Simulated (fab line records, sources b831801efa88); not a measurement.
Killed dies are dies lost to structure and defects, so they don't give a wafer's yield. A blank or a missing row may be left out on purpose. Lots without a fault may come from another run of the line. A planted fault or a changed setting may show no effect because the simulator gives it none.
Problem report in the 8D (eight disciplines) form, filled by code | flow sky130 | the parts of the form that need people (team, actions taken, sign-off) are left out

1. THE PROBLEM
bias_w at SKY_METAL2_METAL_ETCH_19 reads a mean of 45.84 W on 2 wafers of 1 lot; wafers without a fault read 48.48 W with a standard deviation of 0.15. That is -18 standard deviations from the usual mean.
The step: etches the open film in Cl2/BCl3, stops on SiO2, target depth 360 nm, time 78 s.
First seen on wafer L278.1, day 37 16:20, on rie_metal-02. The record holds 15 wafers of 5 lots with a number at this step. Rule for "out", or "out of limits": more than 4 standard deviations from the usual mean. The other wafers with a number count as sound.

2. WHAT IT IS AND WHAT IT IS NOT
question                    | is                | is not
which readings at this step | bias_w            | drypump_motor_current_A, oes_product_au, throttle_valve_pct
which lots                  | L278              | L275, L276, L291, L292
which wafers of those lots  | L278.1, L278.5    | L278.4
read on which tools         | rie_metal-02      | rie_metal-03
when                        | from day 37 16:20 | up to then (7 sound wafers); but 6 sound wafers of L291, L292 came after

3. SUSPECTS, AND WHAT RULES EACH OUT
Counting: a tool at a process step up to the reading stays a suspect if it ran every lot that is out. Sound lots after the first of them don't rule it out here, since some wafers of a struck lot are sound.
- rie_metal-02 at SKY_METAL2_DESCUM_17 (chemistry O2, time 8 s): kept. It ran the lot that is out, L278 (day 37 16:14); its last sound lot up to then is L276 (day 37 00:49).
- rie_metal-02 at SKY_METAL2_ETCH_18 (etches BARC in N2/H2, stops on SiO2, time 45.9 s, target depth 60 nm): kept. It ran the lot that is out, L278 (day 37 16:16); its last sound lot up to then is L276 (day 37 00:51).
- rie_metal-02 at SKY_METAL2_METAL_ETCH_19 (etches the open film in Cl2/BCl3, stops on SiO2, target depth 360 nm, time 78 s): kept. It ran the lot that is out, L278 (day 37 16:20); its last sound lot up to then is L276 (day 37 00:55). Its own readings are out on those wafers: bias_w.
- Within rie_metal-02 at SKY_METAL2_DESCUM_17: the wafers that are out ran in chamber 1; their sound lot-mates ran in chamber 0.
- Within rie_metal-02 at SKY_METAL2_ETCH_18: the wafers that are out ran in chamber 1; their sound lot-mates ran in chamber 0.
- Within rie_metal-02 at SKY_METAL2_METAL_ETCH_19: the wafers that are out ran in chamber 1; their sound lot-mates ran in chamber 0.
Left after counting: rie_metal-02 at SKY_METAL2_DESCUM_17, rie_metal-02 at SKY_METAL2_ETCH_18, rie_metal-02 at SKY_METAL2_METAL_ETCH_19.

4. THE CAUSE (what the simulator had put in)
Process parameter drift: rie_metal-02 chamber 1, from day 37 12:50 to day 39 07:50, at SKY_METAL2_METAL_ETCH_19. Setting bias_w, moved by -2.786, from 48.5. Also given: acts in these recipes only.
Counting left 3 suspects, and this tool is among them.

5. THE CHAIN OF EFFECTS, in route order
Each row: a reading whose mean over the struck wafers that have a number lies more than 3 standard deviations from the usual. Only readings for which the record gives a usual standard deviation are gone through. hours: the time from each lot's start at the first step in this table that gives one to its start at this step, as a median over the lots. sigmas: the change in usual standard deviations.
hours | step                     | reading | usual   | on struck wafers | change | sigmas
0     | SKY_METAL2_METAL_ETCH_19 | bias_w  | 48.48 W | 45.84            | -2.64  | -18
The process steps in it:
- SKY_METAL2_METAL_ETCH_19: etches the open film in Cl2/BCl3, stops on SiO2, target depth 360 nm, time 78 s.

6. WHAT WOULD HAVE CAUGHT IT SOONER
In this record the first reading out of limits was taken at day 37 16:20, 4 hours after the fault began at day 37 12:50.
